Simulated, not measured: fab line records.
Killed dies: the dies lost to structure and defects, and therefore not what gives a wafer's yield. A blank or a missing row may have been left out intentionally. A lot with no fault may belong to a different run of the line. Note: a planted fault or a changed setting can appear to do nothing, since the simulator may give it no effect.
Which tool is to blame? + flow gf180mcu + 24 lots, 72 wafers sampled, at 3 steps of a route of 602

== WHAT THE GAUGES READ, wafer by wafer ==
GF_V2_RS_MEAS_24: a four-point-probe measurement.
| lot  | measured     | on            | V2_W_RS (ohm/sq)  |
|------|--------------|---------------|-------------------|
| L074 | day 20 05:37 | film-metro-02 | 0.324 0.323 0.324 |
| L075 | day 20 15:37 | film-metro-03 | 0.308 0.323 0.314 |
| L076 | day 20 17:11 | film-metro-02 | 0.324 0.327 0.324 |
| L077 | day 21 10:07 | film-metro-03 | 0.325 0.328 0.316 |
| L078 | day 22 02:49 | film-metro-03 | 0.328 0.325 0.315 |
| L079 | day 22 16:47 | film-metro-03 | 0.328 0.328 0.327 |
| L080 | day 22 17:44 | film-metro-03 | 0.327 0.326 0.325 |
| L083 | day 23 23:04 | film-metro-01 | 0.330 0.334 0.331 |
| L081 | day 24 00:07 | film-metro-02 | 0.329 0.318 0.317 |
| L082 | day 24 00:59 | film-metro-02 | 0.327 0.327 0.326 |
| L084 | day 24 17:43 | film-metro-01 | 0.315 0.327 0.318 |
| L085 | day 24 20:07 | film-metro-02 | 0.332 0.331 0.335 |
| L086 | day 24 20:43 | film-metro-01 | 0.321 0.333 0.321 |
| L088 | day 25 03:37 | film-metro-03 | 0.327 0.327 0.330 |
| L087 | day 25 05:17 | film-metro-01 | 0.332 0.336 0.334 |
| L091 | day 25 21:01 | film-metro-03 | 0.333 0.330 0.328 |
| L089 | day 26 01:25 | film-metro-01 | 0.313 0.333 0.329 |
| L090 | day 26 01:49 | film-metro-02 | 0.328 0.330 0.331 |
| L092 | day 26 08:04 | film-metro-03 | 0.329 0.330 0.335 |
| L093 | day 26 15:11 | film-metro-01 | 0.312 0.314 0.314 |
| L094 | day 26 16:20 | film-metro-01 | 0.331 0.332 0.331 |
| L095 | day 27 01:13 | film-metro-03 | 0.331 0.333 0.319 |
| L096 | day 27 06:34 | film-metro-01 | 0.329 0.332 0.328 |
| L097 | day 27 15:23 | film-metro-01 | 0.331 0.333 0.332 |

GF_V4_THK_MEAS_01.
| lot  | measured     | on            | V4_CVD_00_THK (nm) |
|------|--------------|---------------|--------------------|
| L074 | day 23 08:38 | film-metro-03 | 594 602 599        |
| L075 | day 23 16:40 | film-metro-01 | 590 611 597        |
| L076 | day 23 19:00 | film-metro-02 | 599 610 612        |
| L077 | day 24 10:27 | film-metro-03 | 604 601 597        |
| L078 | day 25 02:26 | film-metro-03 | 605 593 605        |
| L079 | day 25 13:52 | film-metro-02 | 606 597 589        |
| L080 | day 25 14:40 | film-metro-03 | 604 601 605        |
| L083 | day 26 18:58 | film-metro-01 | 602 600 598        |
| L081 | day 26 20:20 | film-metro-01 | 606 597 606        |
| L082 | day 26 20:41 | film-metro-02 | 597 600 602        |
| L084 | day 27 10:44 | film-metro-01 | 603 606 603        |
| L085 | day 27 15:04 | film-metro-03 | 595 603 606        |
| L086 | day 27 15:15 | film-metro-01 | 597 605 603        |
| L088 | day 27 21:52 | film-metro-02 | 604 606 609        |
| L087 | day 27 22:05 | film-metro-03 | 594 589 602        |
| L091 | day 28 12:50 | film-metro-02 | 604 596 600        |
| L089 | day 28 16:58 | film-metro-02 | 604 592 606        |
| L090 | day 28 17:15 | film-metro-03 | 600 600 601        |
| L092 | day 28 23:06 | film-metro-03 | 602 603 610        |
| L093 | day 29 05:19 | film-metro-02 | 607 587 595        |
| L094 | day 29 07:35 | film-metro-03 | 589 596 593        |
| L095 | day 29 15:05 | film-metro-01 | 588 591 606        |
| L096 | day 29 20:14 | film-metro-02 | 602 602 602        |
| L097 | day 30 04:25 | film-metro-01 | 612 601 607        |

== WHICH TOOL RAN EACH LOT (tool, then ch and the chambers of the sampled wafers, then the start) ==
| lot  | GF_M1_SPUTTER_03             |
|------|------------------------------|
| L074 | pvd-sputter-02, day 16 01:54 |
| L075 | pvd-sputter-04, day 16 12:00 |
| L076 | pvd-sputter-02, day 16 12:44 |
| L077 | pvd-sputter-04, day 17 05:43 |
| L078 | pvd-sputter-02, day 17 21:49 |
| L079 | pvd-sputter-01, day 18 11:28 |
| L080 | pvd-sputter-04, day 18 12:31 |
| L083 | pvd-sputter-02, day 19 20:14 |
| L081 | pvd-sputter-01, day 19 20:29 |
| L082 | pvd-sputter-04, day 19 21:00 |
| L084 | pvd-sputter-01, day 20 16:34 |
| L085 | pvd-sputter-02, day 20 20:03 |
| L086 | pvd-sputter-04, day 20 20:09 |
| L088 | pvd-sputter-04, day 21 04:08 |
| L087 | pvd-sputter-02, day 21 05:42 |
| L091 | pvd-sputter-04, day 21 22:37 |
| L089 | pvd-sputter-02, day 22 03:51 |
| L090 | pvd-sputter-01, day 22 04:09 |
| L092 | pvd-sputter-02, day 22 11:26 |
| L093 | pvd-sputter-02, day 22 19:45 |
| L094 | pvd-sputter-02, day 22 21:15 |
| L095 | pvd-sputter-04, day 23 06:57 |
| L096 | pvd-sputter-01, day 23 13:49 |
| L097 | pvd-sputter-01, day 23 23:35 |
- GF_M1_SPUTTER_03: material Ti, target thk 10 nm, time 6.7 s.

== WHAT THE TOOLS THEMSELVES READ (means of the sampled wafers that have a number; where no wafer has one, the mark that the record gives instead) ==
GF_M1_SPUTTER_03.
| lot  | tool           | cathode-dc-power-W (W) | throttle-valve-pct (%) |
|------|----------------|------------------------|------------------------|
| L074 | pvd-sputter-02 | 3000.2                 | 28.6                   |
| L075 | pvd-sputter-04 | 3000.0                 | 29.4                   |
| L076 | pvd-sputter-02 | 3000.0                 | 28.5                   |
| L077 | pvd-sputter-04 | 3000.3                 | 29.6                   |
| L078 | pvd-sputter-02 | 3000.3                 | 29.2                   |
| L079 | pvd-sputter-01 | 2999.5                 | 31.1                   |
| L080 | pvd-sputter-04 | 3000.0                 | 29.0                   |
| L083 | pvd-sputter-02 | 3000.5                 | 28.6                   |
| L081 | pvd-sputter-01 | 3000.1                 | 30.6                   |
| L082 | pvd-sputter-04 | 3000.0                 | 29.6                   |
| L084 | pvd-sputter-01 | 3000.1                 | 30.8                   |
| L085 | pvd-sputter-02 | 2999.8                 | 28.6                   |
| L086 | pvd-sputter-04 | 3000.2                 | 29.6                   |
| L088 | pvd-sputter-04 | 3000.0                 | 29.6                   |
| L087 | pvd-sputter-02 | 2999.8                 | 29.0                   |
| L091 | pvd-sputter-04 | 2999.8                 | 29.3                   |
| L089 | pvd-sputter-02 | 3000.1                 | 29.3                   |
| L090 | pvd-sputter-01 | 2999.4                 | 30.9                   |
| L092 | pvd-sputter-02 | 2999.4                 | 30.1                   |
| L093 | pvd-sputter-02 | 3000.2                 | 29.5                   |
| L094 | pvd-sputter-02 | 2999.9                 | 28.3                   |
| L095 | pvd-sputter-04 | 2999.6                 | 29.4                   |
| L096 | pvd-sputter-01 | 3000.3                 | 30.7                   |
| L097 | pvd-sputter-01 | 2999.7                 | 30.8                   |

== THE ANSWER, worked out from the rows above alone ==
Rule: the usual values come from the lots themselves. Put in order of their means at a reading, lots are off if they are a third of the lots or fewer, leave a main group of 4 or more, and stand apart from it by a gap of 3 or more times the standard deviation of the main group's means; of several such gaps the widest counts. Not used: any main group whose means are identical at the precision the tables above print for the reading. Also off: a lot with no number at a reading for which 4 or more lots have one. Any other lot the step has rows for is counted as sound. Order of review: gauges by route order, followed by the tools' own readings, for which a lot's mean as printed above is used. The first step at which some lot is off is used, and at that step the reading that is off furthest; a lot without a number counts as furthest.
No lot is off at any reading shown: from this, nothing can be told.

== WHAT THE SIMULATOR HAD PUT IN ==
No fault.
